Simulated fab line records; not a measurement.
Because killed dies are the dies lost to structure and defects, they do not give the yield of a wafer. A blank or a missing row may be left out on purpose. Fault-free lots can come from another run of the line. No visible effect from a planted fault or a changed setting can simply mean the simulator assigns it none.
The tool behind it: which one?    flow sky130    34 wafers from 12 lots sampled at 7 of the route's 708 steps

== WHAT THE GAUGES SHOWED, per wafer ==
SKY_POLY_GATE_THK_MEAS_01. Usual: POLY_GATE_CVD_00_THK gives 180.3 nm (standard deviation 1.5).
lot   measured      on            POLY_GATE_CVD_00_THK (nm)  flag
L171  day 13 18:50  filmMetro-02  179.5 179.7 179.4          
L172  day 14 01:40  filmMetro-03  183.3 180.3 180.5          
L174  day 14 18:07  filmMetro-02  180.9 183.8 181.1          
L175  day 15 04:02  filmMetro-03  179.4 179.0 178.8          
L176  day 15 17:38  filmMetro-02  178.4 179.5 181.5          
L177  day 16 04:11  filmMetro-03  179.9 179.9 180.0          
L179  day 16 21:25  filmMetro-04  181.8 180.0 181.0          
L184  day 18 11:36  filmMetro-03  179.8 179.8                
L185  day 19 01:20  filmMetro-02  181.5 180.2                
L192  day 21 20:33  filmMetro-04  180.4 181.9 180.9          
L193  day 21 21:58  filmMetro-03  181.2 180.3 182.7          
L194  day 22 09:43  filmMetro-04  182.5 180.6 182.6          

SKY_LDD_P_OVL_MEAS_08. Usual: LDD_P_OVL gives -1.4 nm (standard deviation 1.3).
lot   measured      on          LDD_P_OVL (nm)  flag
L171  day 18 17:37  overlay-02  -1.2 -0.3 -0.9  
L172  day 19 02:22  overlay-02  -1.4 -1.8 -2.3  
L174  day 19 21:49  overlay-01  -0.7 -0.2 0.0   
L175  day 20 11:50  overlay-02  -1.4 -0.4 -2.2  
L176  day 21 03:05  overlay-02  -0.3 -0.6 0.0   
L177  day 21 12:04  overlay-02  -0.2 -0.8 0.8   
L179  day 22 02:20  overlay-02  -1.9 -1.5 -0.9  
L184  day 23 20:20  overlay-01  -2.4 -1.0       
L185  day 24 10:41  overlay-01  -0.1 -0.2       
L192  day 27 02:07  overlay-02  -1.8 -4.5 -2.8  
L193  day 27 03:08  overlay-01  -1.8 0.8 -0.7   
L194  day 27 12:58  overlay-01  -1.6 -2.3 -2.0  

SKY_SD_P_CD_MEAS_07: target cd 380 nm. Usual: cdNm at 380 nm, with a standard deviation of 3.
lot   measured      on        cdNm (nm)    flag
L171  day 25 04:01  cdSem-01  378 377 378  
L172  day 25 13:28  cdSem-02  379 377 376  
L174  day 26 10:13  cdSem-01  383 384 381  
L175  day 26 19:38  cdSem-01  382 384 383  
L176  day 27 09:57  cdSem-02  377 379 378  
L177  day 27 20:56  cdSem-02  381 380 382  
L179  day 28 09:43  cdSem-01  383 386 383  
L184  day 29 23:33  cdSem-01  - 384        
L185  day 30 13:52  cdSem-02  379 -        
L192  day 33 00:10  cdSem-02  384 383 383  
L193  day 33 01:06  cdSem-01  382 380 382  
L194  day 33 09:00  cdSem-01  377 379 378  

SKY_SD_P_OVL_MEAS_08. Usual: SD_P_OVL gives -0.7 nm (standard deviation 1.9).
lot   measured      on          SD_P_OVL (nm)   flag
L171  day 25 04:08  overlay-02  -1.3 -1.2 2.0   
L172  day 25 13:35  overlay-01  1.7 3.1 3.9     
L174  day 26 10:20  overlay-01  0.8 -0.8 0.4    
L175  day 26 19:44  overlay-01  -1.4 -1.4 -0.8  
L176  day 27 10:04  overlay-02  1.4 0.7 -0.9    
L177  day 27 21:02  overlay-02  0.4 -0.3 -1.5   
L179  day 28 09:50  overlay-01  -0.8 0.7 -0.1   
L184  day 29 23:38  overlay-01  - -1.5          
L185  day 30 13:59  overlay-02  -0.6 -          
L192  day 33 00:17  overlay-02  -1.9 -3.8 -3.8  
L193  day 33 01:11  overlay-01  -0.6 -1.1 -1.6  
L194  day 33 09:07  overlay-02  -2.2 -2.6 -1.6  

SKY_SD_P_TW_MEAS_11. Usual: SD_P_TW gives 2818 (standard deviation 27).
lot   measured      on            SD_P_TW         flag
L171  day 25 04:25  filmMetro-03  2830 2815 2819  
L172  day 25 13:52  filmMetro-02  2855 2856 2872  
L174  day 26 10:37  filmMetro-03  2801 2801 2797  
L175  day 26 20:02  filmMetro-03  2793 2791 2803  
L176  day 27 10:22  filmMetro-03  2808 2826 2821  
L177  day 27 21:19  filmMetro-02  2840 2850 2854  
L179  day 28 10:07  filmMetro-03  2798 2803 2810  
L184  day 29 23:56  filmMetro-04  29 2776         OFF
L185  day 30 14:16  filmMetro-03  2813 30         OFF
L192  day 33 00:34  filmMetro-02  2855 2860 2863  
L193  day 33 01:29  filmMetro-03  2812 2807 2811  
L194  day 33 09:25  filmMetro-02  2853 2851 2843  

== WHAT TOOL EACH LOT RAN ON (gives the tool, then ch and the chambers of the sampled wafers, and finally the start) ==
lot   SKY_GATE_OXIDE_STRIP_13              SKY_SD_P_DEVELOP_06
L171  plasmaAsher-01 ch 0, day 13 15:53    lithoTrack-03 ch 0, day 25 03:53
L172  plasmaAsher-01 ch 0, day 13 22:36    lithoTrack-04 ch 0, day 25 13:19
L174  plasmaAsher-03 ch 0,1, day 14 14:00  lithoTrack-02 ch 0, day 26 10:04
L175  plasmaAsher-01 ch 0,1, day 15 00:10  lithoTrack-04 ch 0, day 26 19:29
L176  plasmaAsher-03 ch 1, day 15 13:34    lithoTrack-03 ch 0, day 27 09:48
L177  plasmaAsher-01 ch 0,1, day 16 00:35  lithoTrack-02 ch 0, day 27 20:47
L179  plasmaAsher-01 ch 0,1, day 16 16:07  lithoTrack-02 ch 0, day 28 09:34
L184  plasmaAsher-02 ch 0,1, day 18 07:55  lithoTrack-04 ch 0, day 29 23:25
L185  plasmaAsher-03 ch 0,1, day 18 17:28  lithoTrack-04 ch 0, day 30 13:43
L192  plasmaAsher-01 ch 1, day 21 17:36    lithoTrack-02 ch 0, day 33 00:01
L193  plasmaAsher-02 ch 0,1, day 21 17:58  lithoTrack-02 ch 0, day 33 00:58
L194  plasmaAsher-02 ch 0, day 22 06:46    lithoTrack-03 ch 0, day 33 08:51
- SKY_GATE_OXIDE_STRIP_13: strips in O2/N2.
- SKY_SD_P_DEVELOP_06: develop time 60 s.

== WHAT THE TOOLS THEMSELVES READ (means of the sampled wafers that have a number; where no wafer has one, the mark that the record gives instead) ==
SKY_GATE_OXIDE_STRIP_13. Usual: chamberPressureMTorr 1499.9 mTorr, standard deviation 1.4; drypumpMotorCurrentA 5.6 A, standard deviation 0.47; oesProductAu 0.716 a.u., standard deviation 0.0043; stripTimeToEndpointS 14.16 s, standard deviation 0.036.
lot   tool            chamberPressureMTorr (mTorr)  drypumpMotorCurrentA (A)  oesProductAu (a.u.)  stripTimeToEndpointS (s)  flag
L171  plasmaAsher-01  1499.0                        5.2                       0.720                14.20                     
L172  plasmaAsher-01  1499.1                        5.2                       0.717                14.15                     
L174  plasmaAsher-03  1499.6                        5.9                       0.719                14.11                     
L175  plasmaAsher-01  1499.2                        5.7                       0.713                14.15                     
L176  plasmaAsher-03  1498.2                        5.4                       0.714                14.13                     
L177  plasmaAsher-01  1499.4                        5.8                       0.719                14.19                     
L179  plasmaAsher-01  1500.7                        5.8                       0.716                14.16                     
L184  plasmaAsher-02  1500.4                        5.4                       0.712                14.13                     
L185  plasmaAsher-03  1501.5                        5.8                       0.714                14.18                     
L192  plasmaAsher-01  1498.7                        6.1                       0.717                14.12                     
L193  plasmaAsher-02  1499.7                        5.6                       0.718                14.22                     
L194  plasmaAsher-02  1499.9                        6.0                       0.715                14.14                     

== THE ANSWER, worked out from the rows above alone ==
Rule: take the mean of a lot's wafers that have a number; if it is more than 3 standard deviations from the usual mean, the lot is off. A lot without any number at a reading at which 4 lots or more have one is off too. Any other lot the step has rows for is counted as sound. First the gauges in route order, then the tools' own readings, where a lot's mean is used as printed above. At the first step where some lot is off, the reading lying furthest off is the one used; lots without a number count as furthest.
Off: at SKY_SD_P_TW_MEAS_11 (SD_P_TW), L184, L185.
A tool fits if, at a process step before that reading, it ran every lot that is off, and no sound lot after the first of them. Gauges at SKY_SD_P_TW_MEAS_11: tried the same way as those tools. One fits: lithoTrack-04 at SKY_SD_P_DEVELOP_06. A fault onset in the window from L175 (day 26 19:29, its last sound lot) to L184 (day 29 23:25, its first lot off) fits.

== WHAT WAS PUT IN BY THE SIMULATOR ==
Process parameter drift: lithoTrack-04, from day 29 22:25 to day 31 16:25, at SKY_SD_P_DEVELOP_06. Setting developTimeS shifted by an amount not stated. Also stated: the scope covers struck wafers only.
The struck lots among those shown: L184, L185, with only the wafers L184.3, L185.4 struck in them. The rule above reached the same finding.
